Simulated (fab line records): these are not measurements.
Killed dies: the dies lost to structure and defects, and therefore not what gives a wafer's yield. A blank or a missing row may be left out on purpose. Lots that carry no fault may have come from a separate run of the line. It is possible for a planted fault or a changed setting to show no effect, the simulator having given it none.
fab line records | flow gf180mcu
record lots=14 | wafers=42 | last_day=32
route steps=602 shown M1@319 V1@339
lots untouched by any fault: they come from a run of this same line in which no faults occurred
start_h: start of the lot's first displayed wafer, in hours after the record's first day | wait_h: hours since the lot's step before | " identical to the entry in the row above | L1.1+2: one row covering several wafers at once | - no value present, or no start provided | * or withheld: withheld | < > ~ a bound
route shown NAME@n: a module of which the file shows steps, and the number in the route of the first | usual: mean and standard deviation over wafers with no fault | same: alike in all rows | chamber/n: place in a boat | sites: per-site readings | _std_site: the values' standard deviation | _edge_site: inner sites' mean taken away from outer sites' mean | radius_mm: for every site, how far away it sits from the centre of the wafer | mask NAME#n: copy n | behind: the last tool/chamber to shape the wafer | hold: why the lot was held/for how many hours/how that ended | device: which transistor (n, p or np) failed to switch | end of line: the same wafers' tests at the end of the route | step lacking rows: just its recipe | killed: count of dies lost to structure and defects at first sort (not the wafer's yield) | map: the dies of a wafer, with x for killed, . for not killed, _ for no die there
set.NAME: setting as actually run; set.NAME@STEP: the setting as run at that earlier step | model.NAME: the simulator's own value behind a step, which no gauge read
route steps across a sampled set of lots; one table per step, one row per wafer
services: the hour from which a tool's chamber was out of use, counted from the record's first day as start_h (under 0 if before that day), plus the number of hours and why
## steps
# step GF_M1_SPUTTER_04
# recipe material=TiN | target_thk_nm=50 | power_w=6500 | time_s=43.16 | chamber_pressure_pa=0.4
# usual throttle_valve_pct=29.9/0.47
lot.wafer | tool           | chamber | start_h | wait_h | throttle_valve_pct
L472.2    | pvd_sputter-04 | -       | 373.10  | 0.0    | 29.9
L472.3    | "              | -       | "       | "      | 30.1
L472.5    | "              | -       | "       | "      | 30.3
L473.1    | pvd_sputter-01 | -       | 382.40  | 0.0    | 29.6
L473.2    | "              | -       | "       | "      | 29.5
L473.3    | "              | -       | "       | "      | 29.8
L474.1    | pvd_sputter-04 | -       | 385.77  | 0.0    | 29.7
L474.3    | "              | -       | "       | "      | 31.1
L474.6    | "              | -       | "       | "      | 29.6
L475.2    | pvd_sputter-01 | -       | 397.76  | 0.0    | 29.8
L475.5    | "              | -       | "       | "      | 30.4
L475.6    | "              | -       | "       | "      | 29.5
L476.2    | pvd_sputter-01 | -       | 403.85  | 0.0    | 29.7
L476.3    | "              | -       | "       | "      | 30.1
L476.6    | "              | -       | "       | "      | 30.6
L477.3    | pvd_sputter-01 | -       | 413.35  | 0.0    | 29.7
L477.5    | "              | -       | "       | "      | 30.2
L477.6    | "              | -       | "       | "      | 30.0
L478.3    | pvd_sputter-01 | -       | 419.40  | 0.0    | 30.1
L478.4    | "              | -       | "       | "      | 29.5
L478.6    | "              | -       | "       | "      | 29.4
L479.3    | pvd_sputter-04 | -       | 424.66  | 0.0    | 29.5
L479.4    | "              | -       | "       | "      | 31.0
L479.6    | "              | -       | "       | "      | 30.1
L480.3    | pvd_sputter-04 | -       | 441.51  | 0.0    | 29.4
L480.4    | "              | -       | "       | "      | 29.7
L480.6    | "              | -       | "       | "      | 29.6
L482.1    | pvd_sputter-01 | -       | 453.25  | 0.0    | 30.3
L482.3    | "              | -       | "       | "      | 29.6
L482.4    | "              | -       | "       | "      | 30.0
L483.1    | pvd_sputter-01 | -       | 465.64  | 0.0    | 29.6
L483.5    | "              | -       | "       | "      | 30.0
L483.6    | "              | -       | "       | "      | 29.8
L484.1    | pvd_sputter-04 | -       | 470.11  | 0.0    | 29.7
L484.3    | "              | -       | "       | "      | 29.5
L484.5    | "              | -       | "       | "      | 29.6
L494.1    | pvd_sputter-01 | -       | 550.75  | 0.0    | 29.6
L494.3    | "              | -       | "       | "      | 30.0
L494.4    | "              | -       | "       | "      | 29.6
L495.1    | pvd_sputter-01 | -       | 559.55  | 0.0    | 29.9
L495.2    | "              | -       | "       | "      | 29.8
L495.5    | "              | -       | "       | "      | 29.3
# step GF_V1_CMP_04
# recipe material=SiO2 | down_force_psi=4 | platen_rpm=60 | pad_velocity_m_s=0.94248
# usual motor_current_A=12.1/0.92 | slurry_filter_dp_kPa=13.49/0.15 | time_to_endpoint_s=81/5.3
lot.wafer | tool   | chamber | start_h | wait_h | motor_current_A | slurry_filter_dp_kPa | time_to_endpoint_s
L472.3    | cmp-01 | 1       | 396.95  | 0.1    | 12.1            | 13.43                | 81
L472.2    | "      | 3       | "       | "      | 13.0            | 13.43                | 75
L472.5    | "      | 1       | "       | "      | 11.8            | 13.36                | 78
L473.3    | cmp-01 | 1       | 406.58  | 0.1    | 11.6            | 13.31                | 81
L473.1    | "      | 2       | "       | "      | 12.8            | 13.44                | 86
L473.2    | "      | 3       | "       | "      | 12.9            | 13.47                | 93
L474.3    | cmp-01 | 2       | 410.07  | 0.0    | 14.2            | 13.57                | 80
L474.1    | "      | 1       | "       | "      | 11.7            | 13.52                | 82
L474.6    | "      | 3       | "       | "      | 13.0            | 13.42                | 87
L475.2    | cmp-01 | 1       | 422.40  | 0.0    | 11.7            | 13.36                | 78
L475.5    | "      | 1       | "       | "      | 12.8            | 13.10                | 87
L475.6    | "      | 2       | "       | "      | 14.0            | 13.62                | 85
L476.2    | cmp-01 | 1       | 428.61  | 0.0    | 12.2            | 13.48                | 68
L476.3    | "      | 0       | "       | "      | 10.5            | 13.52                | 77
L476.6    | "      | 1       | "       | "      | 11.5            | 13.46                | 81
L477.3    | cmp-02 | 3       | 438.54  | 0.1    | 11.7            | 13.40                | 73
L477.5    | "      | 2       | "       | "      | 12.5            | 13.27                | 87
L477.6    | "      | 3       | "       | "      | 11.7            | 13.36                | 73
L478.4    | cmp-01 | 1       | 444.86  | 0.0    | 11.4            | 13.27                | 87
L478.3    | "      | 2       | "       | "      | 13.4            | 13.47                | 82
L478.6    | "      | 1       | "       | "      | 11.6            | 13.36                | 75
L479.3    | cmp-01 | 1       | 450.28  | 0.1    | 12.0            | 13.72                | 78
L479.4    | "      | 2       | "       | "      | 12.9            | 13.72                | 81
L479.6    | "      | 3       | "       | "      | 12.9            | 13.52                | 86
L480.3    | cmp-01 | 1       | 466.47  | 0.0    | 11.6            | 13.27                | 81
L480.4    | "      | 0       | "       | "      | 10.4            | 13.69                | 84
L480.6    | "      | 1       | "       | "      | 12.5            | 13.62                | 87
L482.3    | cmp-01 | 0       | 478.64  | 0.0    | 11.2            | 13.35                | 80
L482.4    | "      | 1       | "       | "      | 11.8            | 13.36                | 78
L482.1    | "      | 3       | "       | "      | 12.7            | 13.57                | 79
L483.1    | cmp-02 | 1       | 490.89  | 0.1    | 12.3            | 13.87                | 79
L483.6    | "      | 0       | "       | "      | 10.8            | 13.55                | 85
L483.5    | "      | 1       | "       | "      | 12.2            | 13.38                | 86
L484.3    | cmp-01 | 0       | 495.48  | 0.0    | 11.0            | 13.32                | 78
L484.1    | "      | 3       | "       | "      | 13.0            | 13.59                | 90
L484.5    | "      | 0       | "       | "      | 10.6            | 13.31                | 89
L494.1    | cmp-02 | 1       | 573.83  | 0.1    | 13.0            | 13.56                | 77
L494.4    | "      | 2       | "       | "      | 12.4            | 13.71                | 86
L494.3    | "      | 3       | "       | "      | 11.0            | 13.52                | 78
L495.2    | cmp-02 | 3       | 582.71  | 0.1    | 11.5            | 13.70                | 78
L495.1    | "      | 1       | "       | "      | 12.9            | 13.47                | 80
L495.5    | "      | 2       | "       | "      | 12.3            | 13.56                | 88
# step GF_V1_PEB_12
# recipe peb_temp_c=136 | peb_time_s=90 | resist=KrF
# usual chill_plate_temp_C=23.02/0.1 | exhaust_pa=45.0/0.91
lot.wafer | tool           | chamber | start_h | wait_h | chill_plate_temp_C | exhaust_pa
L472.2    | litho_track-04 | 0       | 419.59  | -      | 23.10              | 46.5
L472.3    | "              | 0       | "       | "      | 22.97              | 45.6
L472.5    | "              | 0       | "       | "      | 23.00              | 45.4
L473.1    | litho_track-01 | 0       | 430.72  | -      | 23.07              | 46.3
L473.2    | "              | 0       | "       | "      | 22.84              | 46.4
L473.3    | "              | 0       | "       | "      | 22.99              | 44.8
L474.1    | litho_track-01 | 0       | 434.12  | -      | 22.86              | 42.9
L474.3    | "              | 0       | "       | "      | 23.00              | 43.2
L474.6    | "              | 0       | "       | "      | 23.03              | 44.1
L475.2    | litho_track-03 | 0       | 446.86  | -      | 22.93              | 45.8
L475.5    | "              | 0       | "       | "      | 22.91              | 44.3
L475.6    | "              | 0       | "       | "      | 22.88              | 45.3
L476.2    | litho_track-04 | 0       | 452.43  | -      | 22.96              | 45.7
L476.3    | "              | 0       | "       | "      | 23.15              | 45.8
L476.6    | "              | 0       | "       | "      | 23.17              | 44.8
L477.3    | litho_track-01 | 0       | 462.69  | -      | 22.96              | 43.7
L477.5    | "              | 0       | "       | "      | 23.11              | 43.5
L477.6    | "              | 0       | "       | "      | 23.06              | 44.3
L478.3    | litho_track-01 | 0       | 469.29  | -      | 22.99              | 45.0
L478.4    | "              | 0       | "       | "      | 22.99              | 44.7
L478.6    | "              | 0       | "       | "      | 23.06              | 43.6
L479.3    | litho_track-01 | 0       | 474.24  | -      | 22.98              | 45.6
L479.4    | "              | 0       | "       | "      | 23.08              | 43.5
L479.6    | "              | 0       | "       | "      | 23.01              | 45.8
L480.3    | litho_track-03 | 0       | 490.19  | -      | 22.99              | 45.5
L480.4    | "              | 0       | "       | "      | 22.91              | 44.0
L480.6    | "              | 0       | "       | "      | 23.06              | 45.7
L482.1    | litho_track-03 | 0       | 502.48  | -      | 23.21              | 44.1
L482.3    | "              | 0       | "       | "      | 23.18              | 45.2
L482.4    | "              | 0       | "       | "      | 23.08              | 44.2
L483.1    | litho_track-01 | 0       | 514.67  | -      | 23.19              | 44.9
L483.5    | "              | 0       | "       | "      | 23.18              | 44.7
L483.6    | "              | 0       | "       | "      | 23.21              | 45.2
L484.1    | litho_track-01 | 0       | 518.62  | -      | 23.00              | 43.4
L484.3    | "              | 0       | "       | "      | 23.08              | 46.2
L484.5    | "              | 0       | "       | "      | 23.15              | 45.3
L494.1    | litho_track-01 | -       | 595.12  | -      | -                  | -
L494.3    | "              | -       | "       | "      | -                  | -
L494.4    | "              | -       | "       | "      | -                  | -
L495.1    | litho_track-03 | -       | 603.92  | -      | -                  | -
L495.2    | "              | -       | "       | "      | -                  | -
L495.5    | "              | -       | "       | "      | -                  | -
## services
tool           | chamber | start_h | hours | kind
cmp-02         | -       | 367.45  | 0.3   | repair
cmp-01         | -       | 376.26  | 18.0  | repair
cmp-02         | -       | 395.84  | 6.0   | pm
pvd_sputter-04 | -       | 403.89  | 3.6   | repair
cmp-02         | -       | 404.00  | 4.0   | pm
cmp-02         | -       | 408.00  | -     | consumable_replace:conditioner
cmp-02         | -       | 408.00  | -     | consumable_replace:pad
pvd_sputter-04 | -       | 412.99  | 4.1   | repair
cmp-01         | -       | 438.18  | 3.4   | pm
cmp-01         | -       | 458.61  | 1.6   | repair
cmp-02         | -       | 460.99  | 3.2   | repair
cmp-01         | -       | 467.61  | 1.4   | repair
cmp-01         | -       | 474.59  | 0.4   | repair
pvd_sputter-01 | -       | 493.40  | 5.9   | repair
cmp-01         | -       | 501.15  | 16.3  | pm
cmp-01         | -       | 517.41  | 4.2   | pm
pvd_sputter-01 | -       | 524.12  | 5.0   | repair
cmp-01         | -       | 525.32  | 0.4   | repair
cmp-01         | -       | 542.90  | 0.3   | repair
cmp-01         | -       | 572.28  | 4.0   | pm
pvd_sputter-04 | -       | 572.64  | 8.5   | repair
cmp-01         | -       | 576.28  | -     | consumable_replace:conditioner
cmp-01         | -       | 576.28  | -     | consumable_replace:pad
## key
first_sign step=GF_V1_PEB_12 | reading=tool_record | direction=missing
effect none on later readings
met_at GF_V1_PEB_12
struck_lots L494,L495
later_rows_left_out L494.1,L494.3,L494.4,L495.1,L495.2,L495.5
sort_left_out L494.1,L494.3,L494.4,L495.1,L495.2,L495.5
not_acting_at GF_M1_SPUTTER_04,GF_V1_CMP_04
onset_between 518.62 595.12
fault kind=skipped_step_whole | tool=litho_track-01,litho_track-03 | chamber=- | onset_h=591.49 | steps=GF_V1_PEB_12 | scope=struck_lots_only
# sort_left_out: the simulated sort isn't trusted on such a fault, so these wafers' sort isn't shown, and their yield isn't known
# later_rows_left_out: the simulator's readings of these wafers behind a module that went badly wrong aren't trusted and aren't shown, but for the sort
